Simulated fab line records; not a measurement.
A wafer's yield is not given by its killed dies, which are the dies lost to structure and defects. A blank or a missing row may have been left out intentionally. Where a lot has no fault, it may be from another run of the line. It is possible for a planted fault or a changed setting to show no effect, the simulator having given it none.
What tool caused it?    flow gf180mcu    21 wafers sampled from 7 lots at 1 step of a route of 602

## WHAT EACH GAUGE READ, for each wafer
GF_VT_IMPLANT_RS_MEAS_48: measures by four-point-probe.
lot   measured      on             LVPWELL_RS (ohm/sq)
L436  day 7 21:19   film-metro-04  1205 1206 1204
L439  day 8 14:05   film-metro-02  1202 1201 1198
L442  day 9 13:10   film-metro-04  1199 1197 1195
L445  day 10 08:42  film-metro-04  1199 1201 1203
L454  day 13 00:42  film-metro-02  1197 1197 1196
L456  day 13 12:06  film-metro-01  1193 1192 1194
L458  day 14 04:24  film-metro-01  1192 1194 1194

## WHICH TOOL RAN EACH LOT (tool, then ch and the chambers of the sampled wafers, then the start)
Before these readings, the record contains no process step.

## THE ANSWER, worked out from the rows above alone
Rule: the usual values come from the lots themselves. Put in order of their means at a reading, lots are off if they are a third of the lots or fewer, leave a main group of 4 or more, and stand apart from it by a gap of 3 or more times the standard deviation of the main group's means; of several such gaps the widest counts. A main group is skipped when, at the precision printed for the reading in the tables above, its means are all equal. Also off: a lot with no number at a reading for which 4 or more lots have one. Any other lot the step has rows for is counted as sound.
No lot is off on any of the readings shown, so nothing can be concluded from this.

## WHAT HAD BEEN PUT IN BY THE SIMULATOR
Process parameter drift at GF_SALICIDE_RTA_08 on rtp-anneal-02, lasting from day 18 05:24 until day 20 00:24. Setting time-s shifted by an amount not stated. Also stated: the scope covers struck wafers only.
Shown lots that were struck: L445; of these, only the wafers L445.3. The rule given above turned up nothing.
